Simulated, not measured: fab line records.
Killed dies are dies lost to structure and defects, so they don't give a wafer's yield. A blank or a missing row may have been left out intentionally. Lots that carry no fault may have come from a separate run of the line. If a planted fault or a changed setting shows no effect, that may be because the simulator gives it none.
Which of the tools did it? + flow gf180mcu + at 1 step of a route of 602, 13 lots with 39 wafers sampled

== WHAT THE GAUGES READ, wafer by wafer ==
GF_V4_BOW_MEAS_05.
| lot  | measured     | on            | V4_BOW (um) |
|------|--------------|---------------|-------------|
| L180 | day 23 08:28 | film metro-02 | 130 128 133 |
| L181 | day 23 19:29 | film metro-02 | 140 133 130 |
| L183 | day 24 13:30 | film metro-04 | 131 137 133 |
| L184 | day 24 23:49 | film metro-02 | 144 146 152 |
| L185 | day 25 12:10 | film metro-03 | 123 131 136 |
| L186 | day 25 16:14 | film metro-04 | 142 141 154 |
| L189 | day 26 21:14 | film metro-04 | 139 138 152 |
| L191 | day 27 00:56 | film metro-02 | 119 125 135 |
| L192 | day 27 13:41 | film metro-04 | 122 129 141 |
| L193 | day 27 22:40 | film metro-03 | 138 145 137 |
| L200 | day 29 16:56 | film metro-03 | 137 148 151 |
| L202 | day 30 08:21 | film metro-04 | 123 130 116 |
| L203 | day 30 14:15 | film metro-02 | 126 128 133 |

== WHAT TOOL EACH LOT RAN ON (gives the tool, then ch and the chambers of the sampled wafers, and finally the start) ==
There is no process step in the record ahead of these readings.

== WHAT THE TOOLS THEMSELVES READ (means of the sampled wafers that have a number; where no wafer has one, the mark that the record gives instead) ==
The record holds no such reading with a usual standard deviation.

== THE ANSWER, worked out from the rows above alone ==
Rule: usual is defined by the lots themselves. Put in order of their means at a reading, lots are off if they are a third of the lots or fewer, leave a main group of 4 or more, and stand apart from it by a gap of 3 or more times the standard deviation of the main group's means; of several such gaps the widest counts. The tables above print the reading to a certain number of digits; a main group whose means all agree to those digits is not used. A lot without any number at a reading at which 4 lots or more have one is off too. Where the step has rows for the other lots, those lots are counted as sound. The gauges are gone through in route order, then the tools' own readings, and for those a lot's mean is taken as printed above. At the first step where some lot is off, the reading lying furthest off is the one used; lots without a number count as furthest.
No lot is off on any of the readings shown, so nothing can be concluded from this.

== WHAT HAD BEEN PUT IN BY THE SIMULATOR ==
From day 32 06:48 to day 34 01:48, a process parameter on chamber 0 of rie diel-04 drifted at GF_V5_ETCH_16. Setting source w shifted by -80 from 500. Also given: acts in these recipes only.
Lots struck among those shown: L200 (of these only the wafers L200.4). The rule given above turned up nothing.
